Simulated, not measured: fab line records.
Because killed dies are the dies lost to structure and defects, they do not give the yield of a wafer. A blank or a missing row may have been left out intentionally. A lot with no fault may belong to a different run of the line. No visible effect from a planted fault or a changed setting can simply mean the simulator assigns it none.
Split-lot study + flow gf180mcu + 5 lots, 23 wafers read, on a route of 602 steps

ON THE SPLIT
At GF_STI_PEB_10 (peb time 90 s), the setting pebTempC was moved away from the recipe's 135 C on 10 of the 23 wafers read, by -2.8% to +2.8%. All remaining wafers had this setting at the recipe value.

FROM THE SPLIT TO THE READING: what the file shows between them, 1 step
- GF_STI_DEVELOP_11: develop time 60 s

THE READING
cdNm at GF_STI_CD_MEAS_12, given in nm (cd target 220 nm). On this fab line, fault-free wafers typically give 220.0 nm with a standard deviation of 1.3 nm.

| wafer  | tool, chamber at the split | pebTempC as run, C | against the recipe | cdNm, nm | against lot-mates on the recipe |
|--------|----------------------------|--------------------|--------------------|----------|---------------------------------|
| L076.2 | lithoTrack-02, 0           | 135                | recipe             | 221.0    | -                               |
| L076.3 | lithoTrack-02, 0           | 135                | recipe             | 221.1    | -                               |
| L076.4 | lithoTrack-02, 0           | 135                | recipe             | 220.1    | -                               |
| L077.1 | lithoTrack-02, 0           | 138.8              | +2.8%              | 212.4    | -8.4                            |
| L077.2 | lithoTrack-02, 0           | 138.8              | +2.8%              | 211.5    | -9.3                            |
| L077.3 | lithoTrack-02, 0           | 135                | recipe             | 221.0    | -                               |
| L077.4 | lithoTrack-02, 0           | 138.8              | +2.8%              | 212.5    | -8.3                            |
| L077.5 | lithoTrack-02, 0           | 135                | recipe             | 220.7    | -                               |
| L080.1 | lithoTrack-01, 0           | 132.4              | -1.9%              | 226.5    | +7.8                            |
| L080.2 | lithoTrack-01, 0           | 132.4              | -1.9%              | 226.6    | +7.9                            |
| L080.3 | lithoTrack-01, 0           | 135                | recipe             | 218.6    | -                               |
| L080.4 | lithoTrack-01, 0           | 135                | recipe             | 219.1    | -                               |
| L080.6 | lithoTrack-01, 0           | 135                | recipe             | 218.5    | -                               |
| L082.1 | lithoTrack-01, 0           | 135                | recipe             | 219.8    | -                               |
| L082.2 | lithoTrack-01, 0           | 131.2              | -2.8%              | 232.8    | +12.4                           |
| L082.3 | lithoTrack-01, 0           | 135                | recipe             | 220.9    | -                               |
| L082.4 | lithoTrack-01, 0           | 131.2              | -2.8%              | 233.4    | +13.0                           |
| L082.6 | lithoTrack-01, 0           | 131.2              | -2.8%              | 232.9    | +12.5                           |
| L083.2 | lithoTrack-01, 0           | 135                | recipe             | 220.4    | -                               |
| L083.3 | lithoTrack-01, 0           | 133.5              | -1.1%              | 225.5    | +5.2                            |
| L083.4 | lithoTrack-01, 0           | 135                | recipe             | 220.7    | -                               |
| L083.5 | lithoTrack-01, 0           | 135                | recipe             | 219.9    | -                               |
| L083.6 | lithoTrack-01, 0           | 133.5              | -1.1%              | 224.6    | +4.3                            |

THE FIT
A straight line over all 23 wafers: cdNm changes by -3.62 nm for each +1% of pebTempC; r = -0.97; the points scatter about the line by 1.4 nm.
The same after taking each lot's own level away (the mean of its wafers on the recipe; 23 wafers): -3.79 nm for each +1%; r = -0.99; scatter 0.96 nm.
The reading moves by 11 nm for the largest change in pebTempC, on that fit.
Across the lots, their own levels run from 218.73 to 220.85 nm, a range of 1.6 times the standard deviation given above.
So the lot-to-lot level changes the slope little: the two slopes agree.
Check: with one of the wafers moved furthest among these (+2.8%) left out of the fit, the line predicts -10.5 nm for it against its lot-mates. Against them it came out at -8.45 nm.

THE OTHER SPLITS THESE WAFERS WENT THROUGH
These wafers also went through other splits before the reading. Each is held against what the fit with the lots' levels taken away leaves over:
| other split on the same wafers | wafers away from the commonest value | r with cdNm (lot level and that fit taken away) |
|--------------------------------|--------------------------------------|-------------------------------------------------|
| GF_STI_CVD_03 pressureMtorr    | 18                                   | -0.01                                           |

THE WHOLE CHAIN: every reading that the file lists as answering this split, in the file's order
| step              | what it does                                                                       | reading                                                   | change (the file's fit)              | r (the file's) |
|-------------------|------------------------------------------------------------------------------------|-----------------------------------------------------------|--------------------------------------|----------------|
| GF_STI_CD_MEAS_12 | target cd 220 nm                                                                   | cdNm                                                      | -3.86 nm for each +1% of the setting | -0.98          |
| GF_STI_ETCH_13    | etches the open film in CHF3/O2, stops on Si, target depth 282.31 nm, time 112.9 s | STI.cdNm (the simulator's own value, which no gauge read) | -3.94 nm for each +1% of the setting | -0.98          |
| GF_STI_ETCH_14    | etches Si in HBr/Cl2/O2, target depth 360 nm, time 102.9 s                         | STI.cdNm (the simulator's own value, which no gauge read) | -3.76 nm for each +1% of the setting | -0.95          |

FILE'S OWN FIT
cdNm changes by -3.86 nm for each +1% of pebTempC, r = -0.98.
